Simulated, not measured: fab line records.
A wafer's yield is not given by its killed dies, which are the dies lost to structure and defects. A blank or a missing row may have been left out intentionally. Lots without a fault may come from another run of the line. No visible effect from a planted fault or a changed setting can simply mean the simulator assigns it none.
fab line records    flow gf180mcu    part 2 of 2: steps 30 to 42 of 42
record: lots: 5  wafers: 15  last_day: 33
route steps=602 shown PSD@260 NSD@262 SAB@264 SALICIDE@278 CONTACT@287
lots that met no fault: taken from a fault-free run of the same line
start_h: hours from the record's opening day to when the first of the lot's shown wafers began    wait_h: hours from the lot's prior step to this one    " the same as in the row above    L1.1+2: several wafers, shown together as one row    - no value present, or no start provided    * or withheld: withheld    < > ~ a bound
route shown NAME@n: names a module that has steps shown in the file, with the first one's number in the route    usual: average and standard deviation across the fault-free wafers    same: alike in all rows    chamber/n: place in a boat    sites: each site's reading    _std_site: the standard deviation of these    _edge_site: the outer-site mean with the inner-site mean subtracted    radius_mm: for every site, how far away it sits from the centre of the wafer    mask NAME#n: copy n    behind: tool/chamber where the wafer was last shaped    hold: the reason the lot was held/the length of the hold in hours/how it ended    device: the transistor (n, p or np) that didn't switch    end of line: tests of these same wafers at the route's end    for a step that has no rows: nothing shown but its recipe    killed: not the wafer's yield, but the dies lost to structure and defects at the first sort    map: the dies of a wafer, with x for killed, . for not killed, _ for no die there
set.NAME: the setting that was run; set.NAME@STEP: the one run at that earlier step    model.NAME: the simulator's own value behind a step, which no gauge read
lots at some steps of the route; a table a step, a row a wafer
services: a tool's chamber out of use, with start hour (start_h, from the record's first day; less than 0 if before it), hours out, and reason
== steps ==
step: GF_CONTACT_CVD_02
recipe: material: SiO2  target_thk_nm: 860  precursor: TEOS  temp_c: 400  time_s: 95.992  rf_w: 600
usual: heater_power_w: 665/130  rf_fwd_power_W: 596.4/1.9
lot.wafer  tool      chamber  start_h  wait_h  heater_power_w  rf_fwd_power_W  since_wet_clean_h
L074.1     pecvd-03  2        344.74   0.1     595             596.5           170
L074.2     "         0        "        "       771             597.4           170
L074.6     "         1        "        "       686             598.8           -
L080.4     pecvd-03  2        392.79   0.1     686             595.1           -
L080.5     "         0        "        "       722             596.0           -
L080.6     "         1        "        "       691             594.6           -
L081.1     pecvd-04  0        400.98   0.1     524             596.4           435
L081.3     "         1        "        "       509             597.8           435
L081.6     "         1        "        "       565             599.8           -
L085.1     pecvd-02  1        441.18   0.1     639             598.7           58
L085.3     "         0        "        "       617             598.7           58
L085.5     "         0        "        "       645             599.4           -
L093.2     pecvd-04  0        502.93   0.0     521             595.1           537
L093.4     "         2        "        "       989             598.4           -
L093.5     "         1        "        "       505             598.0           -
step: GF_CONTACT_THK_MEAS_03
recipe: reads: SiO2_of_CONTACT_CVD_02
usual: CONTACT_CVD_02_THK: 860/11
lot.wafer  tool           chamber  start_h  wait_h  CONTACT_CVD_02_THK[nm]
L074.1     film_metro-01  -        344.81   0.0     851
L074.2     "              -        "        "       849
L074.6     "              -        "        "       861
L080.4     film_metro-02  -        392.86   0.0     856
L080.5     "              -        "        "       854
L080.6     "              -        "        "       858
L081.1     film_metro-01  -        401.05   0.0     862
L081.3     "              -        "        "       853
L081.6     "              -        "        "       862
L085.1     film_metro-03  -        441.26   0.0     847
L085.3     "              -        "        "       839
L085.5     "              -        "        "       860
L093.2     film_metro-02  -        503.01   0.0     871
L093.4     "              -        "        "       863
L093.5     "              -        "        "       866
step: GF_CONTACT_CMP_04
recipe: material: SiO2  down_force_psi: 4  platen_rpm: 60  pad_velocity_m_s: 0.94248
usual: motor_current_A: 13.1/1.7  platen_rpm: 60.00/0.041  time_to_endpoint_s: 112/5.9
lot.wafer  tool    chamber  start_h  wait_h  motor_current_A  platen_rpm  time_to_endpoint_s
L074.2     cmp-02  3        344.92   0.1     15.4             59.96       108
L074.1     "       1        "        "       13.2             60.06       115
L074.6     "       3        "        "       15.7             60.02       115
L080.4     cmp-01  0        392.94   0.1     12.0             60.03       103
L080.5     "       3        "        "       10.8             59.89       106
L080.6     "       0        "        "       12.7             59.93       107
L081.1     cmp-01  2        401.11   0.1     13.3             59.97       110
L081.3     "       0        "        "       11.8             60.06       102
L081.6     "       3        "        "       11.3             60.02       113
L085.3     cmp-02  0        441.32   0.0     15.6             59.98       104
L085.1     "       3        "        "       15.6             59.94       103
L085.5     "       0        "        "       14.3             59.98       113
L093.2     cmp-02  1        503.06   0.0     13.5             60.02       116
L093.4     "       3        "        "       15.7             59.99       114
L093.5     "       1        "        "       13.1             60.02       115
step: GF_CONTACT_BOW_MEAS_05
recipe: mode: bow
usual: CONTACT_BOW: 66/7
lot.wafer  tool           chamber  start_h  wait_h  CONTACT_BOW[um]
L074.1     film_metro-02  -        345.17   0.1     69
L074.2     "              -        "        "       81
L074.6     "              -        "        "       76
L080.4     film_metro-01  -        393.25   0.3     66
L080.5     "              -        "        "       75
L080.6     "              -        "        "       72
L081.1     film_metro-02  -        401.41   0.2     55
L081.3     "              -        "        "       65
L081.6     "              -        "        "       62
L085.1     film_metro-02  -        441.62   0.1     72
L085.3     "              -        "        "       67
L085.5     "              -        "        "       71
L093.2     film_metro-02  -        503.38   0.3     76
L093.4     "              -        "        "       58
L093.5     "              -        "        "       75
step: GF_CONTACT_DEHYDRATE_06
recipe: temp_c: 200  time_s: 60
lot.wafer   tool            chamber  start_h  wait_h
L074.1+2+6  litho_track-01  0        355.27   10.1
L080.4+5+6  litho_track-03  0        404.08   10.8
L081.1+3+6  litho_track-04  0        412.74   11.3
L085.1+3+5  litho_track-03  0        452.80   11.2
L093.2+4+5  litho_track-01  0        514.65   11.2
step: GF_CONTACT_HMDS_07
recipe: prime_time_s: 60  prime_temp_c: 120
lot.wafer   tool            chamber  start_h  wait_h
L074.1+2+6  litho_track-01  0        355.42   0.1
L080.4+5+6  litho_track-03  0        404.23   0.1
L081.1+3+6  litho_track-04  0        412.89   0.1
L085.1+3+5  litho_track-03  0        452.95   0.1
L093.2+4+5  litho_track-01  0        514.80   0.1
step: GF_CONTACT_COAT_08
recipe: resist: BARC  temp_c: withheld  time_s: withheld  spin_rpm: withheld  resist_thk_nm: withheld
lot.wafer   tool            chamber  start_h  wait_h
L074.1+2+6  litho_track-01  0        355.57   0.1
L080.4+5+6  litho_track-03  0        404.38   0.1
L081.1+3+6  litho_track-04  0        413.04   0.1
L085.1+3+5  litho_track-03  0        453.10   0.1
L093.2+4+5  litho_track-01  0        514.95   0.1
step: GF_CONTACT_COAT_09
recipe: resist: KrF  spin_rpm: withheld  resist_thk_nm: 1000
lot.wafer   tool            chamber  start_h  wait_h
L074.1+2+6  litho_track-01  0        -        -
L080.4+5+6  litho_track-03  0        -        -
L081.1+3+6  litho_track-04  0        -        -
L085.1+3+5  litho_track-03  0        -        -
L093.2+4+5  litho_track-01  0        -        -
step: GF_CONTACT_SOFTBAKE_10
recipe: temp_c: 130  time_s: 60  resist: KrF
lot.wafer   tool            chamber  start_h  wait_h
L074.1+2+6  litho_track-01  0        -        -
L080.4+5+6  litho_track-03  0        -        -
L081.1+3+6  litho_track-04  0        -        -
L085.1+3+5  litho_track-03  0        -        -
L093.2+4+5  litho_track-01  0        -        -
step: GF_CONTACT_EXPOSE_11
recipe: mask_id: Contact  target_cd_nm: 220  na: 0.68  source_shape: conventional  sigma_outer: 0.6  dose_mj: 38
usual: exposure_dose_mJ_cm2: 38.12/0.037
lot.wafer  tool            chamber  start_h  wait_h  mask       exposure_dose_mJ_cm2
L074.1     krf_scanner-01  0        -        -       Contact#0  38.13
L074.2     "               0        "        "       Contact#0  38.14
L074.6     "               0        "        "       Contact#0  38.16
L080.4     krf_scanner-01  0        -        -       Contact#0  38.11
L080.5     "               0        "        "       Contact#0  38.10
L080.6     "               0        "        "       Contact#0  38.07
L081.1     krf_scanner-01  0        -        -       Contact#0  38.08
L081.3     "               0        "        "       Contact#0  38.05
L081.6     "               0        "        "       Contact#0  38.06
L085.1     krf_scanner-01  0        -        -       Contact#0  38.11
L085.3     "               0        "        "       Contact#0  38.08
L085.5     "               0        "        "       Contact#0  38.10
L093.2     krf_scanner-02  0        -        -       Contact#0  38.19
L093.4     "               0        "        "       Contact#0  38.14
L093.5     "               0        "        "       Contact#0  38.17
step: GF_CONTACT_PEB_12
recipe: peb_temp_c: 135  peb_time_s: 88.14  resist: KrF
lot.wafer   tool            chamber  start_h  wait_h
L074.1+2+6  litho_track-03  0        -        -
L080.4+5+6  litho_track-03  0        -        -
L081.1+3+6  litho_track-01  0        -        -
L085.1+3+5  litho_track-03  0        -        -
L093.2+4+5  litho_track-04  0        -        -
step: GF_CONTACT_DEVELOP_13
recipe: develop_time_s: 60  resist: KrF  dev_temp_c: 21
same: develop_time_s: 60
lot.wafer   tool            chamber  start_h  wait_h
L074.1+2+6  litho_track-03  0        367.20   0.2
L080.4+5+6  litho_track-03  0        416.58   0.1
L081.1+3+6  litho_track-01  0        424.57   0.2
L085.1+3+5  litho_track-03  0        466.25   0.2
L093.2+4+5  litho_track-04  0        526.96   0.2
step: GF_CONTACT_CD_MEAS_14
recipe: target_cd_nm: 220
usual: cd_nm: 220.0/1.4
lot.wafer  tool       chamber  start_h  wait_h  cd_nm
L074.1     cd_sem-01  -        367.35   0.1     221.0
L074.2     "          -        "        "       220.3
L074.6     "          -        "        "       221.9
L080.4     cd_sem-01  -        416.71   0.1     221.4
L080.5     "          -        "        "       220.5
L080.6     "          -        "        "       220.7
L081.1     cd_sem-01  -        424.72   0.1     220.1
L081.3     "          -        "        "       221.7
L081.6     "          -        "        "       220.2
L085.1     cd_sem-01  -        466.40   0.1     220.4
L085.3     "          -        "        "       222.3
L085.5     "          -        "        "       222.3
L093.2     cd_sem-01  -        527.11   0.1     219.0
L093.4     "          -        "        "       217.0
L093.5     "          -        "        "       217.8
== services ==
tool              chamber  start_h  hours  kind
cmp-02            -        304.41   2.7    repair
iline_stepper-01  -        309.10   10.2   repair
rtp_anneal-01     -        312.80   1.4    pm
cmp-02            -        317.48   2.9    repair
iline_stepper-01  -        319.28   2.1    pm
krf_scanner-01    -        321.38   0.5    repair
rie_diel-03       3        324.68   13.4   repair
hdpcvd-01         1        325.42   8.1    repair
krf_scanner-01    -        331.64   1.0    pm
rie_diel-03       2        360.81   4.0    repair
rie_diel-03       -        364.83   14.6   pm
krf_scanner-01    -        366.47   0.8    pm
rtp_anneal-02     -        378.56   1.1    pm
iline_stepper-01  -        383.69   1.7    pm
wet_bench-04      -        395.78   1.7    repair
krf_scanner-01    -        414.87   7.2    pm
wet_bench-02      -        419.85   4.0    repair
krf_scanner-01    -        423.07   1.3    pm
wet_bench-02      -        429.33   7.0    repair
rie_diel-03       3        445.41   16.8   repair
krf_scanner-01    -        446.86   3.6    pm
pecvd-03          -        461.10   6.0    pm
krf_scanner-01    -        500.64   1.0    pm
pecvd-03          0        521.03   5.6    repair
